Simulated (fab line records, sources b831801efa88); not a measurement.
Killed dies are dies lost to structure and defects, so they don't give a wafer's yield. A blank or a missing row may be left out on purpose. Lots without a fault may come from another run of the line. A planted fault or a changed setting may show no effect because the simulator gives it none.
A struck lot beside a sound one | flow sky130 | 14 steps out of a route of 708
Sound: wafers L746.2, L746.5, L746.6. Struck: wafers L755.1, L755.3, L755.6. The cause comes at the end.
At each step with rows: each side's tool, then ch and its chambers, then its first start. Under that, the readings that differ: sound wafers | struck wafers | difference of the means | sigmas: that difference in standard deviations of wafers without a fault.
alike: readings whose means differ by less than 2 such deviations, and words and numbers that are the same on both sides. not compared: withheld readings, readings that some wafer has no value for, bounds like >300 that may hide the same value, and numbers for which the record gives no deviation and whose values overlap.
The two part at a step that has a row with sigmas, a row that says differs or no value, or rows on one side only. Numbers that don't overlap but have no deviation are shown without sigmas and don't part them. A reading that every wafer of one side lacks parts them only if that side has two wafers or more.

SKY_NWELL_RS_MEAS_31: measures by four-point-probe.
  sound on film_metro-01, day 6 14:37; struck on film_metro-03, day 8 21:21
  alike: PWDE_RS
then, 7 steps without rows for these wafers: SKY_VT_ADJUST_HVTP_DEHYDRATE_00 (time 60 s); SKY_VT_ADJUST_HVTP_HMDS_01 (prime time 60 s); SKY_VT_ADJUST_HVTP_COAT_02 (resist thk 1140 nm); SKY_VT_ADJUST_HVTP_SOFTBAKE_03 (time 60 s); SKY_VT_ADJUST_HVTP_EXPOSE_04 (exposes mask HVTPM, target cd 380 nm); SKY_VT_ADJUST_HVTP_PEB_05; SKY_VT_ADJUST_HVTP_DEVELOP_06 (develop time 60 s).
SKY_VT_ADJUST_HVTP_CD_MEAS_07: target cd 380 nm.
  sound on cd_sem-01, day 7 09:43; struck on cd_sem-02, day 9 19:43
  alike: cd_nm
SKY_VT_ADJUST_HVTP_OVL_MEAS_08:
  sound on overlay-02, day 7 09:49; struck on overlay-01, day 9 19:50
  alike: VT_ADJUST_HVTP_OVL
then, 1 step without rows for these wafers: SKY_VT_ADJUST_HVTP_IMPLANT_09.
SKY_VT_ADJUST_HVTP_STRIP_10: strips in O2/N2.
  sound on plasma_asher-02 ch 0,1, day 7 10:00; struck on plasma_asher-02 ch 0,1, day 9 20:02
  reading                        | sound                | struck               | difference | sigmas
  chamber_pressure_mTorr (mTorr) | 1497.8 1500.8 1497.8 | 1799.0 1799.8 1800.2 | +300.9     | +99 or more
  oes_product_au (a.u.)          | 0.723 0.709 0.719    | 0.729 0.739 0.740    | +0.019     | +4
  strip_time_to_endpoint_s (s)   | 14.07 14.15 14.09    | 13.61 13.68 13.63    | -0.46      | -13
  alike: drypump_motor_current_A
  not compared: rf_hours_counter_h
SKY_VT_ADJUST_HVTP_TW_MEAS_11:
  sound on film_metro-04, day 7 10:07; struck on film_metro-03, day 9 20:08
  alike: VT_ADJUST_HVTP_TW
-- the record jumps here: 39 days lie between the struck wafers' starts before and after (it left off in module VT_ADJUST_HVTP and takes up again in module PAD_OPEN, whose first step shown is number 708 of the route) --
SKY_PAD_OPEN_PROBE_99:
  sound on prober-02, day 47 04:47; struck on prober-02, day 49 07:14
  alike: killed_at_M0_to_M3, killed_at_M4_up, killed_at_contacts, killed_at_front_end, killed_at_other, killed_dies, killed_open, killed_short

WHERE THEY PART
Only at SKY_VT_ADJUST_HVTP_STRIP_10, within this record. Later steps at which nothing parts them and some readings are alike: SKY_VT_ADJUST_HVTP_TW_MEAS_11, SKY_PAD_OPEN_PROBE_99.

WHY: what the simulator had put in
Process parameter drift: plasma_asher-02, from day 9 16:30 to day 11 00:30, at SKY_VT_ADJUST_HVTP_STRIP_10. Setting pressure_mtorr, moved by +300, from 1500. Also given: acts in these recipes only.
